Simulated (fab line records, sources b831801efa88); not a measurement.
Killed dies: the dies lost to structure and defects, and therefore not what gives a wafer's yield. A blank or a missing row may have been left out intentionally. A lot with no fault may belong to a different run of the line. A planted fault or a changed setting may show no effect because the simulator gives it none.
What tool caused it? -- flow gf180mcu -- 12 lots with 36 wafers sampled at 5 steps, on a route of 602 steps

WHAT THE GAUGES SHOWED, per wafer
GF_M4_THK_MEAS_06: measures by xrf.
lot,measured,on,M4_ALCU_THK (nm)
L743,day 22 09:59,filmMetro-04,446 450 450
L745,day 22 23:15,filmMetro-03,448 451 448
L747,day 23 20:47,filmMetro-03,444 433 438
L748,day 24 07:07,filmMetro-04,449 452 453
L749,day 24 19:59,filmMetro-01,444 451 447
L751,day 25 07:55,filmMetro-01,446 449 446
L752,day 25 21:19,filmMetro-03,433 435 441
L754,day 26 08:16,filmMetro-04,450 452 448
L756,day 26 21:58,filmMetro-03,446 440 443
L761,day 28 05:08,filmMetro-01,438 443 442
L764,day 29 00:12,filmMetro-04,449 450 450
L765,day 29 08:29,filmMetro-03,444 443 448

GF_M4_OVL_MEAS_15.
lot,measured,on,M4_OVL (nm)
L743,day 23 08:48,overlay-01,4 10 14
L745,day 23 21:45,overlay-01,-3 8 7
L747,day 24 19:05,overlay-01,1 1 5
L748,day 25 05:11,overlay-02,1 -4 3
L749,day 25 17:00,overlay-02,10 -5 5
L751,day 26 05:04,overlay-02,10 1 0
L752,day 26 18:37,overlay-02,6 -2 2
L754,day 27 04:35,overlay-02,-5 -1 6
L756,day 27 17:37,overlay-02,2 0 2
L761,day 29 00:33,overlay-02,1 -3 -1
L764,day 29 18:57,overlay-02,9 -4 7
L765,day 30 03:26,overlay-01,1 11 9

GF_PASSIVATION_THK_MEAS_01.
lot,measured,on,PASSIVATION_CVD_00_THK (nm)
L743,day 28 03:07,filmMetro-02,980 982 986
L745,day 28 14:20,filmMetro-04,968 997 996
L747,day 29 08:10,filmMetro-04,988 989 992
L748,day 29 15:58,filmMetro-04,990 1001 1009
L749,day 30 03:25,filmMetro-04,985 990 1002
L751,day 30 13:07,filmMetro-04,1055 1060 1051
L752,day 31 03:05,filmMetro-04,1036 1059 1053
L754,day 31 09:54,filmMetro-01,992 996 981
L756,day 31 22:16,filmMetro-02,981 977 993
L761,day 33 00:27,filmMetro-04,998 987 1007
L764,day 33 16:58,filmMetro-04,982 1006 1011
L765,day 33 21:25,filmMetro-04,974 975 982

EACH LOT AND THE TOOL THAT RAN IT (in order: tool; ch and the chambers of the sampled wafers; start)
lot,GF_V4_CVD_02,GF_PASSIVATION_CVD_00
L743,"pecvd-01 ch 1,2, day 23 09:37","pecvd-04 ch 0,1, day 28 03:02"
L745,"pecvd-02 ch 0,1,2, day 23 22:34","pecvd-03 ch 0,1,2, day 28 14:14"
L747,"pecvd-02 ch 0,2, day 24 19:54","pecvd-04 ch 0,2, day 29 08:05"
L748,"pecvd-03 ch 0,1, day 25 06:02","pecvd-04 ch 0,1,2, day 29 15:53"
L749,"pecvd-01 ch 0,1,2, day 25 17:56","pecvd-04 ch 0,1,2, day 30 03:20"
L751,"pecvd-02 ch 0,1,2, day 26 05:54","pecvd-04 ch 0,1,2, day 30 13:02"
L752,"pecvd-03 ch 1,2, day 26 19:32","pecvd-04 ch 1,2, day 31 02:59"
L754,"pecvd-02 ch 1,2, day 27 05:24","pecvd-01 ch 0,1,2, day 31 09:48"
L756,"pecvd-03 ch 0,1,2, day 27 18:26","pecvd-03 ch 0,1,2, day 31 22:11"
L761,"pecvd-02 ch 0,1, day 29 01:22","pecvd-03 ch 0,1, day 33 00:22"
L764,"pecvd-01 ch 1,2, day 29 19:52","pecvd-04 ch 1,2, day 33 16:53"
L765,"pecvd-01 ch 0,1,2, day 30 04:17","pecvd-01 ch 0,1,2, day 33 21:20"
- GF_V4_CVD_02: deposits SiO2 from TEOS, target thk 850 nm, time 94.851 s.
- GF_PASSIVATION_CVD_00: deposits SiO2 from TEOS, target thk 1000 nm, time 111.95 s.

AS READ BY THE TOOLS THEMSELVES (means over the sampled wafers that have a number; for cases with no such wafer, the mark the record gives instead)
GF_V4_CVD_02.
lot,tool,heaterPowerW (W),rfFwdPowerW (W),runLengthS (s)
L743,pecvd-01,627,597.8,122.7
L745,pecvd-02,599,596.4,122.8
L747,pecvd-02,617,595.4,122.3
L748,pecvd-03,755,595.9,123.0
L749,pecvd-01,780,595.0,123.3
L751,pecvd-02,599,597.0,122.4
L752,pecvd-03,624,593.6,123.3
L754,pecvd-02,628,597.5,123.0
L756,pecvd-03,619,594.7,123.1
L761,pecvd-02,615,597.1,123.0
L764,pecvd-01,677,596.7,122.8
L765,pecvd-01,671,595.6,122.7

GF_PASSIVATION_CVD_00.
lot,tool,heaterPowerW (W),rfFwdPowerW (W),runLengthS (s)
L743,pecvd-04,628,593.9,139.7
L745,pecvd-03,630,596.8,140.7
L747,pecvd-04,667,597.4,139.6
L748,pecvd-04,745,597.8,139.5
L749,pecvd-04,704,594.9,139.6
L751,pecvd-04,650,595.2,145.8
L752,pecvd-04,682,596.1,145.6
L754,pecvd-01,685,596.8,139.8
L756,pecvd-03,613,596.2,140.0
L761,pecvd-03,719,593.7,140.7
L764,pecvd-04,691,595.1,139.2
L765,pecvd-01,676,597.2,140.2

THE ANSWER, worked out from the rows above alone
Rule: what is usual is taken from the lots themselves. Put in order of their means at a reading, lots are off if they are a third of the lots or fewer, leave a main group of 4 or more, and stand apart from it by a gap of 3 or more times the standard deviation of the main group's means; of several such gaps the widest counts. Not used: any main group whose means are identical at the precision the tables above print for the reading. A lot without any number at a reading at which 4 lots or more have one is off too. All remaining lots with rows at the step are treated as sound. Order of review: gauges by route order, followed by the tools' own readings, for which a lot's mean as printed above is used. At the first step where some lot is off, the reading lying furthest off is the one used; lots without a number count as furthest.
Off: at GF_PASSIVATION_THK_MEAS_01 (PASSIVATION_CVD_00_THK), L751, L752. Mean 990 nm and standard deviation 7.2 in the main group.
A tool fits if, at a process step before that reading, it ran every lot that is off, and no sound lot after the first of them. The gauges at GF_PASSIVATION_THK_MEAS_01 aren't tried: what is off there is off at GF_PASSIVATION_CVD_00 too, on other tools, and a gauge's error can't cause that. None of those tried fits.

WHAT THE SIMULATOR HAD INSERTED
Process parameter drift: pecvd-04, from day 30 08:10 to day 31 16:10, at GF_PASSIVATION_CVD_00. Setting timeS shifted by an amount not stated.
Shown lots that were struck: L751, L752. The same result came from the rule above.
